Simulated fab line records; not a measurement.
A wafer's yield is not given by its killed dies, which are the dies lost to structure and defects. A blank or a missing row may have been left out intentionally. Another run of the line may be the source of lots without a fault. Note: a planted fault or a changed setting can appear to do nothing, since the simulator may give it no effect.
Check for tools in common + flow sky130 + Lots sampled 10, wafers sampled 30

WHAT PROMPTED THE OPENING
SKY_METAL1_RS_MEAS_05, reading METAL1_ALCU_RS: flagged on 3 of 10 lots. Wafers without a fault read 0.1264 ohm/sq, standard deviation 0.0017.
Rule: flag the lot when none of its wafers has a number, or when each of its wafers that has one lies beyond 4 standard deviations from that mean. The rest of the lots are taken to be sound.

| lot  | measured     | on           | METAL1_ALCU_RS (ohm/sq), wafer by wafer | flag    |
|------|--------------|--------------|-----------------------------------------|---------|
| L706 | day 32 02:28 | filmMetro-04 | 0.1251 0.1270 0.1240                    |         |
| L707 | day 32 10:20 | filmMetro-03 | 0.1274 0.1243 0.1266                    |         |
| L713 | day 34 10:19 | filmMetro-01 | 8.7389 8.6995 8.6263                    | FLAGGED |
| L714 | day 34 16:07 | filmMetro-04 | 8.8231 8.8031 8.7895                    | FLAGGED |
| L715 | day 34 22:34 | filmMetro-01 | 8.5660 8.6491 8.5899                    | FLAGGED |
| L717 | day 35 10:11 | filmMetro-01 | 0.1268 0.1259 0.1245                    |         |
| L718 | day 37 05:49 | filmMetro-03 | 0.1263 0.1256 0.1227                    |         |
| L721 | day 37 06:31 | filmMetro-03 | 0.1255 0.1254 0.1217                    |         |
| L726 | day 38 10:42 | filmMetro-04 | 0.1243 0.1278 0.1298                    |         |
| L727 | day 38 17:21 | filmMetro-04 | 0.1233 0.1263 0.1269                    |         |
The numbers of the flagged lots are 8.6984 ohm/sq on average: +8.5720 ohm/sq against the usual, or +99 or more standard deviations.

WHICH TOOL RAN EACH LOT
Before the reading, the record contains 3 process steps out of a 708-step route. Read each cell as the tool, then ch plus the chambers that the sampled wafers visited, then the start.
| lot  | flag    | SKY_LOCAL_INTERCONNECT_STRIP_15     | SKY_METAL1_SPUTTER_02       | SKY_METAL1_SPUTTER_04       |
|------|---------|-------------------------------------|-----------------------------|-----------------------------|
| L706 |         | plasmaAsher-02 ch 0,1, day 30 19:38 | pvdSputter-04, day 32 02:22 | pvdSputter-04, day 32 02:25 |
| L707 |         | plasmaAsher-02 ch 0, day 31 04:17   | pvdSputter-04, day 32 10:14 | pvdSputter-04, day 32 10:17 |
| L713 | FLAGGED | plasmaAsher-02 ch 0,1, day 33 04:18 | pvdSputter-04, day 34 10:11 | pvdSputter-04, day 34 10:14 |
| L714 | FLAGGED | plasmaAsher-04 ch 0,1, day 33 10:50 | pvdSputter-04, day 34 16:00 | pvdSputter-04, day 34 16:02 |
| L715 | FLAGGED | plasmaAsher-03 ch 0,1, day 33 17:36 | pvdSputter-04, day 34 22:25 | pvdSputter-04, day 34 22:27 |
| L717 |         | plasmaAsher-02 ch 0,1, day 34 04:41 | pvdSputter-04, day 35 10:06 | pvdSputter-04, day 35 10:08 |
| L718 |         | plasmaAsher-03 ch 0,1, day 36 00:26 | pvdSputter-04, day 37 05:44 | pvdSputter-04, day 37 05:46 |
| L721 |         | plasmaAsher-04 ch 0,1, day 36 00:58 | pvdSputter-04, day 37 06:26 | pvdSputter-04, day 37 06:28 |
| L726 |         | plasmaAsher-03 ch 0,1, day 37 05:49 | pvdSputter-02, day 38 10:35 | pvdSputter-02, day 38 10:38 |
| L727 |         | plasmaAsher-02 ch 0,1, day 37 12:23 | pvdSputter-02, day 38 17:13 | pvdSputter-02, day 38 17:16 |
These steps, and what they do:
- SKY_LOCAL_INTERCONNECT_STRIP_15: strips in O2/N2.
- SKY_METAL1_SPUTTER_02: material AlCu, target thk 250 nm, time 13.3 s.
- SKY_METAL1_SPUTTER_04: material TiN, target thk 70 nm, time 58.3 s.
- SKY_METAL1_RS_MEAS_05: measures by four-point-probe.

FLAGGED AGAINST TOTAL, ONE TOOL AT A TIME (gauges that did the reading follow at the end)
| step                            | tool           | lots run | flagged | share of the flagged lots | sound lots run after its first flagged lot |
|---------------------------------|----------------|----------|---------|---------------------------|--------------------------------------------|
| SKY_LOCAL_INTERCONNECT_STRIP_15 | plasmaAsher-02 | 5        | 1       | some                      | 2 (L717,L727)                              |
| SKY_LOCAL_INTERCONNECT_STRIP_15 | plasmaAsher-03 | 3        | 1       | some                      | 2 (L718,L726)                              |
| SKY_LOCAL_INTERCONNECT_STRIP_15 | plasmaAsher-04 | 2        | 1       | some                      | 1 (L721)                                   |
| SKY_METAL1_SPUTTER_02           | pvdSputter-02  | 2        | 0       | none                      | -                                          |
| SKY_METAL1_SPUTTER_02           | pvdSputter-04  | 8        | 3       | all                       | 3 (L717,L718,L721)                         |
| SKY_METAL1_SPUTTER_04           | pvdSputter-02  | 2        | 0       | none                      | -                                          |
| SKY_METAL1_SPUTTER_04           | pvdSputter-04  | 8        | 3       | all                       | 3 (L717,L718,L721)                         |
| SKY_METAL1_RS_MEAS_05           | filmMetro-01   | 3        | 2       | some                      | 1 (L717)                                   |
| SKY_METAL1_RS_MEAS_05           | filmMetro-03   | 3        | 0       | none                      | -                                          |
| SKY_METAL1_RS_MEAS_05           | filmMetro-04   | 4        | 1       | some                      | 2 (L726,L727)                              |

WHAT THE TABLE PERMITS
Every flagged lot went through 2 rows of the table: pvdSputter-04 at SKY_METAL1_SPUTTER_02 and pvdSputter-04 at SKY_METAL1_SPUTTER_04.
- pvdSputter-04 at SKY_METAL1_SPUTTER_02 ran 8 lots, 3 of them flagged. Sound lots ran on it after the first flagged one (L717, L718, L721), which a lasting fault on the whole tool wouldn't allow. On the flagged lots its readings are blank where sound lots have values: cathodeDcPowerW, chamberPressurePa, throttleValvePct.
- pvdSputter-04 at SKY_METAL1_SPUTTER_04 ran 8 lots, 3 of them flagged. Sound lots ran on it after the first flagged one (L717, L718, L721), which a lasting fault on the whole tool wouldn't allow.
No row of the table ran every flagged lot and no sound lot after the first.

WHAT WAS PUT IN BY THE SIMULATOR
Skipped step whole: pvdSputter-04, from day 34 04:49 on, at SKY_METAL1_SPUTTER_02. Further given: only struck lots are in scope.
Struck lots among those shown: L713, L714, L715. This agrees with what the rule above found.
